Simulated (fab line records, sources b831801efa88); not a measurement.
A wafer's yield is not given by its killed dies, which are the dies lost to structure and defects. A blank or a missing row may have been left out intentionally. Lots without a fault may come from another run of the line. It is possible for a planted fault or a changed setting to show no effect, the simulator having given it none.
Struck lot and sound lot, side by side -- flow gf180mcu -- 15 out of 602 route steps
Sound: wafers L169.2, L169.3, L169.5. Struck: wafers L188.2, L188.6 (left out: L188.4, a lot-mate that was not struck); the cause follows at the end.
At each step with rows: each side's tool, then ch and its chambers, then its first start. Under that, the readings that differ: sound wafers -- struck wafers -- difference of the means -- sigmas: that difference in standard deviations of wafers without a fault.
alike: words and numbers the same on both sides, and readings whose means are apart by under 2 such deviations; not compared: readings that were withheld, readings missing a value for some wafer, numbers with overlapping values and no deviation given by the record, and bounds like >300 which may hide the same value.
Wherever a step has rows on one side only, a row that says differs or no value, or a row with sigmas, the two part there. Non-overlapping numbers with no deviation appear without sigmas and do not part them. A reading missing from all wafers of one side parts the sides only when that side holds two or more wafers.

GF_V3_ETCH_16: etches BARC in N2/H2.
  sound on rie-diel-02 ch 1,3, day 22 04:10; struck on rie-diel-02 ch 0, day 28 16:28
  alike: bias-w, chamber-pressure-mTorr, drypump-motor-current-A, n2-flow-sccm, oes-product-au, throttle-valve-pct
GF_V3_ETCH_17: etches SiO2 in C4F8/O2/Ar, stops on TiN, target depth 635 nm.
  sound: rie-diel-02 ch 1,3; struck: rie-diel-02 ch 0
  alike: bias-w, chamber-pressure-mTorr, oes-product-au
then, 3 steps without rows for these wafers: GF_V3_STRIP_18 (strips in O2/N2); GF_V3_STRIP_19 (strips in post etch residue remover, time 1200 s); GF_V3_CLEAN_20 (cleans in DIW).
GF_V3_SPUTTER_21: material Ti, target thk 15 nm, time 80.02 s.
  struck on pvd-sputter-01, day 28 17:29; sound on pvd-sputter-02, day 22 04:51
  alike: throttle-valve-pct
then, 1 step without rows for these wafers: GF_V3_SPUTTER_22 (material TiN, target thk 10 nm, time 40 s).
GF_V3_CVD_23: deposits W, target thk 350 nm, time 104.9 s.
  sound on cvd-w-02 ch 0,1, day 22 04:57; struck on cvd-w-02 ch 0,1, day 28 17:35
  alike: heater-power-w
GF_V3_RS_MEAS_24: the measuring method here is four-point-probe.
  struck on film-metro-04, day 28 17:43; sound on film-metro-04, day 22 05:05
  alike: V3_W_RS
GF_V3_THK_MEAS_25: measures by xrf.
  struck on film-metro-04, day 28 17:49; sound on film-metro-04, day 22 05:12
  alike: V3_W_THK
then, 2 steps without rows for these wafers: GF_V3_CMP_26 (polishes, stops on SiO2, t overpolish 15 s, target thk 0 nm); GF_M4_SPUTTER_00 (material Ti, target thk 37.5 nm, time 150 s).
GF_M4_SPUTTER_01: material TiN, target thk 30 nm, time 25 s.
  struck on pvd-sputter-04, day 28 18:16; sound on pvd-sputter-04, day 22 05:39
reading,sound,struck,difference,sigmas
model.TiN_of_M4_SPUTTER_01.thk-nm (nm),29.97 30.12 30.11,40.07 39.95,+9.94,
  alike: throttle-valve-pct
GF_M4_SPUTTER_02: material AlCu, target thk 450 nm, time 23.9 s.
  struck on pvd-sputter-04, day 28 18:18; sound on pvd-sputter-04, day 22 05:41
  alike: throttle-valve-pct
GF_PASSIVATION_PROBE_99:
  the record has rows for the sound wafers here (prober-01, day 28 21:01) and none for the struck ones

## WHERE THEY PART
Only at GF_PASSIVATION_PROBE_99, as far as this record shows.

WHY: what the simulator had put in
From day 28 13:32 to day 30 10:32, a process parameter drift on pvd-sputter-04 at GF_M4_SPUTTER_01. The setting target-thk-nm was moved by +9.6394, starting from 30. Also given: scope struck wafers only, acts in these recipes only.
